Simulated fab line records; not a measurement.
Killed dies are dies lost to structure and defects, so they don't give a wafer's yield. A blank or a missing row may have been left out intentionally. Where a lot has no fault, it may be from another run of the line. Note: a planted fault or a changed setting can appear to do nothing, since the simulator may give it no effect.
A lot that was struck, set against a sound lot :: flow sky130 :: 18 steps out of a route of 708
Sound: these wafers, L950.4, L950.5, L950.6. Struck: wafers L954.1, L954.3, L954.5. Last of all comes the cause.
Order at every step that has rows: each side's tool, ch and its chambers, its first start. Under that, the readings that differ: sound wafers :: struck wafers :: difference of the means :: sigmas: that difference in standard deviations of wafers without a fault.
alike: same words and numbers on both sides, and readings whose means sit less than 2 such deviations apart. not compared: any withheld reading, any reading some wafer has no value for, any bound like >300 that may hide the same value, and any number with overlapping values for which the record gives no deviation.
A row with sigmas, a row that says differs or no value, or rows on one side alone: a step with any of these is where the two part. When numbers do not overlap yet have no deviation, they are printed without sigmas and do not part them. Lack of a reading on every wafer of one side parts them only where that side has two or more wafers.

first, 3 steps without rows for these wafers: SKY_LDD_P_EXPOSE_04 (exposes mask PSDM, target cd 380 nm); SKY_LDD_P_PEB_05; SKY_LDD_P_DEVELOP_06 (develop time 60 s).
SKY_LDD_P_CD_MEAS_07: the cd target is 380 nm.
  sound: cdSem-01 at day 22 09:59; struck: cdSem-01 at day 23 01:25
reading: cdNm (nm)
sound: 378.6 381.1 380.4
struck: 384.0 386.5 388.6
difference: +6.3
sigmas: +3
SKY_LDD_P_OVL_MEAS_08:
  sound: overlay-02 at day 22 10:03; struck: overlay-02 at day 23 01:32
  alike: LDD_P_OVL
following that, these wafers have no rows for 1 step: SKY_LDD_P_IMPLANT_09.
SKY_LDD_P_STRIP_10: strips in O2/N2.
  sound on plasmaAsher-02 ch 0,1, day 22 10:16; struck on plasmaAsher-02 ch 0,1, day 23 01:43
  alike: drypumpMotorCurrentA, oesProductAu, stripTimeToEndpointS
  not compared: rfHoursCounterH
SKY_LDD_P_TW_MEAS_11:
  sound: filmMetro-01 at day 22 10:21; struck: filmMetro-04 at day 23 01:49
  alike: LDD_P_TW
then, 4 steps without rows for these wafers: SKY_LDD_HVN_DEHYDRATE_00 (time 60 s); SKY_LDD_HVN_HMDS_01 (prime time 60 s); SKY_LDD_HVN_COAT_02 (resist thk 300 nm); SKY_LDD_HVN_SOFTBAKE_03 (time 60 s).
SKY_LDD_HVN_EXPOSE_04: exposes mask HVNTM, target cd 700 nm.
  sound on ilineStepper-01 ch 0, day 23 02:34; struck on ilineStepper-01 ch 0, day 23 16:55
reading: model.LDD_HVN.overlayXNm (nm)
sound: -2.843 -2.843 -2.843
struck: -83.78 -83.78 -83.78
difference: -80.94
sigmas: 
  alike: mask
then, 2 steps without rows for these wafers: SKY_LDD_HVN_PEB_05; SKY_LDD_HVN_DEVELOP_06 (develop time 60 s).
SKY_LDD_HVN_OVL_MEAS_07:
  sound: overlay-02 at day 23 17:14; struck: overlay-01 at day 24 07:34
reading: LDD_HVN_OVL (nm)
sound: -0.5 -1.9 -3.9
struck: -81.4 -82.3 -82.2
difference: -79.9
sigmas: -53
then, 2 steps without rows for these wafers: SKY_LDD_HVN_IMPLANT_08; SKY_PAD_OPEN_PROBE_99.

WHERE THEY PART
Earliest at SKY_LDD_P_CD_MEAS_07; latest, in this record, at SKY_LDD_HVN_OVL_MEAS_07.

WHY: what the simulator had put in
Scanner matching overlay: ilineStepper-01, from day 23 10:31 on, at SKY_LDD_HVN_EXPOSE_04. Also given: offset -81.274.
